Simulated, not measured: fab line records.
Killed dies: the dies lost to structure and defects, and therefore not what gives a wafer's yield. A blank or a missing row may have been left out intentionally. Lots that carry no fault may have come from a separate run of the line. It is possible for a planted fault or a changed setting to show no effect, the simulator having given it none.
fab line records | flow sky130
record: lots: 6 wafers: 18 lastDay: 50
route steps=708 shown DNWELL@42 PWDE@45 NWELL@56
lots that met no fault: taken from a fault-free run of the same line
startH: hours from the record's first day to the start of the lot's first wafer shown | waitH: time in hours since the lot's previous step | " identical to the entry in the row above | L1.1+2: several wafers, shown together as one row | - no value, or no start was given | * or withheld: withheld | < > ~ a bound
route shown NAME@n: names a module that has steps shown in the file, with the first one's number in the route | usual: the fault-free wafers' mean and standard deviation | same: alike in all rows | chamber/n: place in a boat | sites: readings site by site | _std_site: standard deviation across them | _edge_site: outer sites' mean less inner sites' | radiusMm: how far each site lies from the wafer's centre | mask NAME#n: copy n | behind: the tool/chamber that last shaped the wafer | hold: the reason the lot was held/the length of the hold in hours/how it ended | device: the transistor (n, p or np) that didn't switch | end of line: tests of these same wafers at the route's end | where a step has no rows: the recipe by itself | killed: not the wafer's yield, but the dies lost to structure and defects at the first sort | map: the dies of a wafer, with x for killed, . for not killed, _ for no die there
set.NAME: the setting that was run; set.NAME@STEP: the one run at that earlier step | model.NAME: the simulator's own value behind a step, which no gauge read
certain route steps with their lots: each step a table, each wafer a row
services: the hour from which a tool's chamber was out of use, counted from the record's first day as startH (under 0 if before that day), plus the number of hours and why
== steps ==
step: SKY_DNWELL_IMPLANT_07
recipe: species: P energyKev: withheld doseCm2: withheld tiltDeg: withheld
step: SKY_DNWELL_STRIP_08
recipe: chemistry: O2/N2 powerW: 1400 pressureMtorr: 1500 platenTempC: withheld o2FlowSccm: 3000 n2FlowSccm: 300 overashFraction: 0.5
usual: chamberPressureMTorr: 1499.8/1.6 drypumpMotorCurrentA: 6.0/0.43 oesProductAu: 0.723/0.0041 stripTimeToEndpointS: 36.91/0.098
columns lot.wafer tool chamber startH waitH chamberPressureMTorr drypumpMotorCurrentA oesProductAu rfHoursCounterH stripTimeToEndpointS
L415.2 plasmaAsher-03 1 84.11 0.1 1499.9 6.8 0.735 41 36.77
L415.3 " 0 " " 1504.6 6.7 0.724 - 36.81
L415.5 " 1 " " 1498.7 6.7 0.720 - 36.71
L419.1 plasmaAsher-03 1 120.31 0.1 1498.3 6.7 0.723 0 36.93
L419.2 " 0 " " 1497.4 6.7 0.722 0 36.88
L419.6 " 0 " " 1499.8 6.8 0.724 - 36.97
L423.1 plasmaAsher-01 1 130.20 0.1 1502.1 5.7 0.722 31 36.90
L423.4 " 0 " " 1499.7 6.0 0.718 - 36.93
L423.6 " 0 " " 1498.1 6.0 0.724 - 36.96
L424.2 plasmaAsher-01 0 138.01 0.1 1498.8 6.0 0.717 32 36.83
L424.3 " 1 " " 1499.3 5.7 0.723 - 36.93
L424.4 " 0 " " 1498.9 6.0 0.717 - 36.96
L426.2 plasmaAsher-01 0 145.95 0.1 1498.2 6.0 0.725 33 36.95
L426.3 " 1 " " 1502.0 5.7 0.721 - 36.90
L426.5 " 1 " " 1500.8 5.7 0.728 - 36.90
L432.2 plasmaAsher-04 0 176.40 0.1 1499.9 6.1 0.726 48 36.80
L432.3 " 1 " " 1499.4 5.4 0.723 - 36.82
L432.5 " 0 " " 1501.7 6.1 0.721 - 36.87
step: SKY_DNWELL_TW_MEAS_09
usual: DNWELL_TW: 1112/11
columns lot.wafer tool chamber startH waitH DNWELL_TW
L415.2 filmMetro-02 - 84.22 0.1 1096
L415.3 " - " " 1099
L415.5 " - " " 1094
L419.1 filmMetro-04 - 120.41 0.1 1122
L419.2 " - " " 1125
L419.6 " - " " 1121
L423.1 filmMetro-02 - 130.30 0.1 1097
L423.4 " - " " 1094
L423.6 " - " " 1095
L424.2 filmMetro-03 - 138.12 0.1 1098
L424.3 " - " " 1105
L424.4 " - " " 1095
L426.2 filmMetro-04 - 146.06 0.1 1130
L426.3 " - " " 1135
L426.5 " - " " 1131
L432.2 filmMetro-03 - 176.51 0.1 1119
L432.3 " - " " 1117
L432.5 " - " " 1116
step: SKY_PWDE_DEHYDRATE_00
recipe: tempC: 200 timeS: 60
step: SKY_PWDE_HMDS_01
recipe: primeTimeS: 60 primeTempC: 120
step: SKY_PWDE_COAT_02
recipe: spinRpm: 2000 resistThkNm: 3000
step: SKY_PWDE_SOFTBAKE_03
recipe: tempC: 110 timeS: withheld
step: SKY_PWDE_EXPOSE_04
recipe: maskId: PWDEM na: 0.6 sourceShape: conventional sigmaOuter: 0.6 polarization: unpolarized targetCdNm: 840 doseMj: 214
step: SKY_PWDE_PEB_05
recipe: tempC: 115 timeS: withheld
step: SKY_PWDE_DEVELOP_06
recipe: wallAngleDeg: 90 developer: TMAH developTimeS: 60 devTempC: 23
step: SKY_PWDE_OVL_MEAS_07
usual: PWDE_OVL: 1.0/1.4
columns lot.wafer tool chamber startH waitH PWDE_OVL[nm]
L415.2 overlay-01 - 101.41 - 2.2
L415.3 " - " " 1.8
L415.5 " - " " 2.8
L419.1 overlay-01 - 138.35 - 1.1
L419.2 " - " " 0.8
L419.6 " - " " 1.9
L423.1 overlay-01 - 148.66 - 3.0
L423.4 " - " " 1.9
L423.6 " - " " 4.3
L424.2 overlay-02 - 156.72 - 0.7
L424.3 " - " " 1.4
L424.4 " - " " 2.0
L426.2 overlay-01 - 165.88 - 2.0
L426.3 " - " " 3.2
L426.5 " - " " 1.7
L432.2 overlay-02 - 197.21 - -0.9
L432.3 " - " " -0.2
L432.5 " - " " -0.4
step: SKY_PWDE_IMPLANT_08
recipe: species: B energyKev: 150 doseCm2: 3.6e+12 tiltDeg: withheld
step: SKY_PWDE_STRIP_09
recipe: chemistry: O2/N2 powerW: 1400 pressureMtorr: 1500 platenTempC: withheld o2FlowSccm: 3000 n2FlowSccm: 300 overashFraction: 0.5
usual: chamberPressureMTorr: 1500.2/1.3 drypumpMotorCurrentA: 5.7/0.35 oesProductAu: 0.722/0.0042 stripTimeToEndpointS: 36.92/0.11
columns lot.wafer tool chamber startH waitH chamberPressureMTorr drypumpMotorCurrentA oesProductAu rfHoursCounterH stripTimeToEndpointS model.coat_of_PWDE_COAT_02.thkNm
L415.2 plasmaAsher-04 1 101.59 0.1 1498.6 5.4 0.717 41 37.02 0
L415.3 " 0 " " 1497.9 6.1 0.733 - 36.95 0
L415.5 " 1 " " 1503.2 5.4 0.725 - 36.94 0
L419.1 plasmaAsher-01 1 138.54 0.1 1499.8 5.7 0.721 32 36.81 0
L419.2 " 0 " " 1498.8 5.9 0.721 32 36.91 0
L419.6 " 0 " " 1496.9 5.9 0.717 - 36.77 0
L423.1 plasmaAsher-01 1 148.85 0.1 - - - - - 2993
L423.4 " 0 " " - - - - - 3001
L423.6 " 0 " " - - - - - 2986
L424.2 plasmaAsher-01 1 156.90 0.1 - - - - - 2994
L424.3 " 0 " " - - - - - 2993
L424.4 " 1 " " - - - - - 2994
L426.2 plasmaAsher-04 0 166.06 0.1 1501.0 6.1 0.723 47 37.08 0
L426.3 " 0 " " 1499.6 6.1 0.729 - 37.10 0
L426.5 " 1 " " 1500.4 5.4 0.725 - 37.12 0
L432.2 plasmaAsher-02 1 197.39 0.1 1503.2 6.0 0.727 51 37.03 0
L432.3 " 0 " " 1500.4 5.1 0.723 - 37.06 0
L432.5 " 1 " " 1498.6 6.0 0.725 - 36.95 0
step: SKY_PWDE_TW_MEAS_10
usual: PWDE_TW: 372/3.1
columns lot.wafer tool chamber startH waitH PWDE_TW
L415.2 filmMetro-02 - 101.70 0.1 368
L415.3 " - " " 368
L415.5 " - " " 369
L419.1 filmMetro-04 - 138.64 0.1 374
L419.2 " - " " 376
L419.6 " - " " 376
L423.1 filmMetro-03 - 148.95 0.1 370
L423.4 " - " " 373
L423.6 " - " " 373
L424.2 filmMetro-03 - 157.01 0.1 372
L424.3 " - " " 370
L424.4 " - " " 373
L426.2 filmMetro-02 - 166.17 0.1 368
L426.3 " - " " 367
L426.5 " - " " 371
L432.2 filmMetro-02 - 197.50 0.1 369
L432.3 " - " " 371
L432.5 " - " " 367
step: SKY_NWELL_DEHYDRATE_03
recipe: tempC: 200 timeS: 60
step: SKY_NWELL_HMDS_04
recipe: primeTimeS: 60 primeTempC: 120
step: SKY_NWELL_COAT_05
recipe: spinRpm: 2000 resistThkNm: 3000
step: SKY_NWELL_SOFTBAKE_06
recipe: tempC: 110 timeS: withheld
step: SKY_NWELL_EXPOSE_07
recipe: maskId: NWM na: 0.6 sourceShape: conventional sigmaOuter: 0.6 polarization: unpolarized targetCdNm: 840 doseMj: 255
step: SKY_NWELL_PEB_08
recipe: tempC: 115 timeS: withheld
step: SKY_NWELL_DEVELOP_09
recipe: wallAngleDeg: 90 developer: TMAH developTimeS: 60 devTempC: 23
step: SKY_NWELL_OVL_MEAS_10
usual: NWELL_00_OVL: -0.3/1.5
columns lot.wafer tool chamber startH waitH NWELL_00_OVL[nm]
L415.2 overlay-01 - 119.86 - -2.1
L415.3 " - " " -2.5
L415.5 " - " " -0.5
L419.1 overlay-02 - 157.15 - -2.1
L419.2 " - " " -3.0
L419.6 " - " " -4.4
L423.1 overlay-01 - 168.78 - 0.1
L423.4 " - " " 0.6
L423.6 " - " " 0.1
L424.2 overlay-01 - 177.18 - 1.3
L424.3 " - " " 0.3
L424.4 " - " " -0.5
L426.2 overlay-02 - 187.08 - -1.2
L426.3 " - " " -0.8
L426.5 " - " " -2.1
L432.2 overlay-01 - 217.71 - 2.0
L432.3 " - " " 3.6
L432.5 " - " " 3.7
step: SKY_NWELL_IMPLANT_11
recipe: species: P energyKev: 400 doseCm2: 1.9e+13 tiltDeg: withheld
step: SKY_NWELL_IMPLANT_12
recipe: species: P energyKev: 120 doseCm2: 1.3e+12 tiltDeg: withheld
step: SKY_NWELL_IMPLANT_13
recipe: species: P energyKev: 50 doseCm2: 7e+11 tiltDeg: withheld
step: SKY_NWELL_STRIP_14
recipe: chemistry: O2/N2 powerW: 1400 pressureMtorr: 1500 platenTempC: withheld o2FlowSccm: 3000 n2FlowSccm: 300 overashFraction: 0.5
usual: chamberPressureMTorr: 1499.9/1.3 drypumpMotorCurrentA: 6.2/0.6 oesProductAu: 0.722/0.005 stripTimeToEndpointS: 36.92/0.097
columns lot.wafer tool chamber startH waitH chamberPressureMTorr drypumpMotorCurrentA oesProductAu rfHoursCounterH stripTimeToEndpointS
L415.2 plasmaAsher-02 1 120.34 0.1 1501.2 6.0 0.716 44 37.10
L415.3 " 1 " " 1498.3 6.0 0.719 - 37.06
L415.5 " 0 " " 1500.2 5.2 0.729 - 36.96
L419.1 plasmaAsher-04 1 157.66 0.1 1501.7 5.4 0.730 47 36.74
L419.2 " 0 " " 1500.2 6.1 0.722 47 36.82
L419.6 " 1 " " 1497.6 5.4 0.728 - 37.03
L423.1 plasmaAsher-04 1 169.27 0.1 1501.7 5.4 0.738 48 80.93
L423.4 " 1 " " 1501.8 5.4 0.741 - 81.13
L423.6 " 1 " " 1500.6 5.4 0.739 - 80.81
L424.2 plasmaAsher-03 1 177.66 0.1 1499.8 6.7 0.737 6 81.13
L424.3 " 0 " " 1499.2 6.7 0.736 - 81.18
L424.4 " 1 " " 1501.1 6.7 0.737 - 81.12
L426.2 plasmaAsher-03 1 187.56 0.1 1500.6 6.7 0.723 7 36.86
L426.3 " 1 " " 1500.7 6.7 0.722 - 36.78
L426.5 " 1 " " 1502.5 6.8 0.716 - 36.81
L432.2 plasmaAsher-03 1 218.19 0.1 1499.1 6.7 0.721 8 36.86
L432.3 " 0 " " 1500.1 6.8 0.719 - 36.81
L432.5 " 0 " " 1499.0 6.7 0.729 - 36.84
step: SKY_NWELL_TW_MEAS_15
usual: NWELL_TW: 1815/17
columns lot.wafer tool chamber startH waitH hold NWELL_TW
L415.2 filmMetro-03 - 120.45 0.1 - 1804
L415.3 " - " " - 1812
L415.5 " - " " - 1808
L419.1 filmMetro-04 - 157.76 0.1 - 1844
L419.2 " - " " - 1851
L419.6 " - " " - 1850
L423.1 filmMetro-04 - 169.37 0.1 awaitDispo/0.2h/release 30
L423.4 " - " " awaitDispo/0.2h/release 30
L423.6 " - " " awaitDispo/0.2h/release 30
L423.1 filmMetro-04 - 169.60 0.2 - 30
L423.4 " - " " - 30
L423.6 " - " " - 30
L424.2 filmMetro-03 - 177.77 0.1 awaitDispo/0.2h/release 30
L424.3 " - " " awaitDispo/0.2h/release 30
L424.4 " - " " awaitDispo/0.2h/release 30
L424.2 filmMetro-03 - 178.04 0.3 - 30
L424.3 " - " " - 30
L424.4 " - " " - 30
L426.2 filmMetro-02 - 187.67 0.1 - 1791
L426.3 " - " " - 1798
L426.5 " - " " - 1800
L432.2 filmMetro-04 - 218.30 0.1 - 1826
L432.3 " - " " - 1818
L432.5 " - " " - 1821
== services ==
columns tool chamber startH hours kind
plasmaAsher-03 - 108.75 9.0 pm
plasmaAsher-03 0 108.75 9.0 ventCycle
plasmaAsher-03 1 108.75 9.0 ventCycle
plasmaAsher-03 0 117.75 - clean
plasmaAsher-03 1 117.75 - clean
plasmaAsher-03 - 142.71 2.8 pm
plasmaAsher-02 - 165.84 2.0 repair
plasmaAsher-02 - 170.75 2.8 pm
plasmaAsher-01 - 178.96 1.7 repair
plasmaAsher-03 - 196.38 14.1 repair
plasmaAsher-04 - 196.77 1.2 repair
plasmaAsher-03 - 202.63 1.5 repair
== key ==
firstSign: step: SKY_PWDE_STRIP_09 reading: toolRecord direction: missing
effect: step: SKY_NWELL_STRIP_14 reading: stripTimeToEndpointS direction: up sigmas: 99+ usual: * struck: *
effect: step: SKY_NWELL_TW_MEAS_15 reading: visit direction: added
effect: step: SKY_NWELL_TW_MEAS_15 reading: NWELL_TW direction: down sigmas: 99+ usual: 1815 struck: 30
modelEffect: step: SKY_PWDE_STRIP_09 value: coat_of_PWDE_COAT_02.thkNm without: 0 struck: 2994
metAt SKY_PWDE_STRIP_09
struckWafers L423.1,L423.4,L423.6,L424.2,L424.3,L424.4
scrappedBehind SKY_NWELL_TW_MEAS_15 L423.1,L423.4,L423.6,L424.2,L424.3,L424.4
onsetBetween 138.54 148.85
fault: kind: skippedStepWhole tool: plasmaAsher-01 chamber: - onsetH: 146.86 steps: SKY_PWDE_STRIP_09 scope: struckLotsOnly
